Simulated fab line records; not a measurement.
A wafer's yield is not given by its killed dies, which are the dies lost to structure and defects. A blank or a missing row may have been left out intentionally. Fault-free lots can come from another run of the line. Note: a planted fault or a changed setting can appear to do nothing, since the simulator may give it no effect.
A lot that was struck, set against a sound lot -- flow sky130 -- 43 out of 708 route steps
Sound: the wafers L435.1, L435.3, L435.5. Wafers struck: L440.3, L440.4, L440.6. The cause is named last.
For every step that has rows: the tool of each side, followed by ch and its chambers, followed by its first start. Under that, the readings that differ: sound wafers -- struck wafers -- difference of the means -- sigmas: that difference in standard deviations of wafers without a fault.
alike: a reading whose means differ by less than 2 such deviations, as well as words and numbers matching on both sides. not compared: withheld readings; readings where some wafer has no value; bounds like >300 that might hide an equal value; numbers whose values overlap and for which the record gives no deviation.
The two part at a step that has a row with sigmas, a row that says differs or no value, or rows on one side only. Numbers that don't overlap but have no deviation are shown without sigmas and don't part them. A reading that every wafer of one side lacks parts them only if that side has two wafers or more.

first, 3 steps without rows for these wafers: SKY_FIELD_ISO_CLEAN_20 (cleans in dHF, time 20 s); SKY_FIELD_ISO_WET_ETCH_21 (etches SiO2 in dHF, target depth 20 nm, time 400 s); SKY_FIELD_ISO_OXIDATION_22 (stabilise 600 s, purge 300 s, target thk 10 nm).
SKY_FIELD_ISO_THK_MEAS_23:
  sound: film-metro-02 at day 2 21:37; struck: film-metro-03 at day 4 01:34
  alike: FIELD_ISO_OXIDATION_01_THK
then, 1 step without rows for these wafers: SKY_FIELD_ISO_CVD_24 (deposits SiO2, target thk 595 nm, time 99.2 s).
SKY_FIELD_ISO_THK_MEAS_25:
  sound: film-metro-01 at day 2 21:45; struck: film-metro-03 at day 4 01:43
  alike: FIELD_ISO_CVD_24_THK
then, 1 step without rows for these wafers: SKY_FIELD_ISO_ANNEAL_26 (time 1800 s).
SKY_FIELD_ISO_CMP_27: polishes, stops on Si3N4, t overpolish 16 s, target thk 457.8 nm.
  sound on cmp-01 ch 0,2,3, day 2 23:57; struck on cmp-01 ch 0,2,3, day 4 04:32
  alike: motor-current-A, overpolish-run-s, time-to-endpoint-s
then, 4 steps without rows for these wafers: SKY_FIELD_ISO_WET_ETCH_28 (etches SiO2 in dHF, target depth 23.7 nm, time 47 s); SKY_FIELD_ISO_WET_ETCH_29 (etches Si3N4 in H3PO4, target depth 160 nm, time 1825 s); SKY_FIELD_ISO_WET_ETCH_30 (etches SiO2 in dHF, target depth 25 nm, time 50 s); SKY_NWELL_CLEAN_00 (cleans in SC1/SC2, time 150 s).
SKY_NWELL_OXIDATION_01: stabilise 600 s, purge 300 s, target thk 10 nm.
  sound on furnace-01 ch 0, day 3 01:16; struck on furnace-01 ch 0, day 4 06:49
  alike: spike-tc-bottom-C, spike-tc-top-C, tube_center_temp_C_max
SKY_NWELL_THK_MEAS_02:
  sound: film-metro-02 at day 3 02:40; struck: film-metro-04 at day 4 08:14
  alike: NWELL_OXIDATION_THK
then, 8 steps without rows for these wafers: SKY_DNWELL_DEHYDRATE_00 (time 60 s); SKY_DNWELL_HMDS_01 (prime time 60 s); SKY_DNWELL_COAT_02 (resist thk 3000 nm); SKY_DNWELL_SOFTBAKE_03; SKY_DNWELL_EXPOSE_04 (exposes mask DNM, target cd 3000 nm); SKY_DNWELL_PEB_05; SKY_DNWELL_DEVELOP_06 (develop time 60 s); SKY_DNWELL_IMPLANT_07.
SKY_DNWELL_STRIP_08: strips in O2/N2.
  sound on plasma-asher-03 ch 0,1, day 3 18:50; struck on plasma-asher-01 ch 0,1, day 5 01:34
  alike: drypump-motor-current-A, oes-product-au, strip-time-to-endpoint-s
  not compared: rf-hours-counter-h
SKY_DNWELL_TW_MEAS_09:
  sound: film-metro-04 at day 3 18:56; struck: film-metro-04 at day 5 01:39
  alike: DNWELL_TW
then, 7 steps without rows for these wafers: SKY_PWDE_DEHYDRATE_00 (time 60 s); SKY_PWDE_HMDS_01 (prime time 60 s); SKY_PWDE_COAT_02 (resist thk 3000 nm); SKY_PWDE_SOFTBAKE_03; SKY_PWDE_EXPOSE_04 (exposes mask PWDEM, target cd 840 nm); SKY_PWDE_PEB_05; SKY_PWDE_DEVELOP_06 (develop time 60 s).
SKY_PWDE_OVL_MEAS_07:
  sound: overlay-01 at day 4 10:29; struck: overlay-01 at day 5 19:07
  alike: PWDE_OVL
after that, 1 step had no rows for these wafers: SKY_PWDE_IMPLANT_08.
SKY_PWDE_STRIP_09: strips in O2/N2.
  sound on plasma-asher-04 ch 0,1, day 4 10:40; struck on plasma-asher-04 ch 0,1, day 5 19:20
  alike: drypump-motor-current-A, oes-product-au, strip-time-to-endpoint-s
  not compared: rf-hours-counter-h
SKY_PWDE_TW_MEAS_10:
  sound: film-metro-04 at day 4 10:46; struck: film-metro-02 at day 5 19:25
  alike: PWDE_TW
then, 7 steps without rows for these wafers: SKY_NWELL_DEHYDRATE_03 (time 60 s); SKY_NWELL_HMDS_04 (prime time 60 s); SKY_NWELL_COAT_05 (resist thk 3000 nm); SKY_NWELL_SOFTBAKE_06; SKY_NWELL_EXPOSE_07 (exposes mask NWM, target cd 840 nm); SKY_NWELL_PEB_08; SKY_NWELL_DEVELOP_09 (develop time 60 s).
-- the record jumps here: 42 days lie between the struck wafers' starts before and after (it left off in module NWELL and takes up again in module PAD_OPEN, whose first step shown is number 708 of the route) --
SKY_PAD_OPEN_PROBE_99:
  sound: prober-01 at day 46 11:15; struck: prober-01 at day 48 02:02
reading,sound,struck,difference,sigmas
model.etest.cap-ono.gate-bv-v (V),16.08 16.34 16.03,15.73 15.56 15.97,-0.40,
model.etest.diode-nwell-sub.leak-log10-a-cm2,-7.456 -7.57 -7.43,-6.509 -6.836 -6.83,+0.760,
model.etest.diode-dnwell-sub.leak-log10-a-cm2,-7.274 -7.357 -7.362,-6.726 -6.645 -6.669,+0.651,
model.etest.diode-pwell-dnwell.leak-log10-a-cm2,-7.531 -7.596 -7.535,-7.005 -7.042 -7.046,+0.523,
model.etest.diode-ndiff-pwell-hv.leak-log10-a-cm2,-6.728 -6.753 -6.838,-6.519 -6.538 -6.48,+0.261,
model.etest.diode-pdiff-nwell-hv.leak-log10-a-cm2,-6.823 -6.634 -6.596,-6.55 -6.358 -6.343,+0.27,
  alike: killed_at_M0_to_M3, killed_at_M4_up, killed-at-contacts, killed-at-front-end, killed-at-other, killed-dies, killed-on-rim, killed-open, killed-short
  not compared: model.etest.cap-thick-oxide.gate-bv-v, model.etest.diode-ndiff-pwell.leak-log10-a-cm2

## WHERE THEY PART
Nowhere in this record.

WHY: the cause the simulator had injected
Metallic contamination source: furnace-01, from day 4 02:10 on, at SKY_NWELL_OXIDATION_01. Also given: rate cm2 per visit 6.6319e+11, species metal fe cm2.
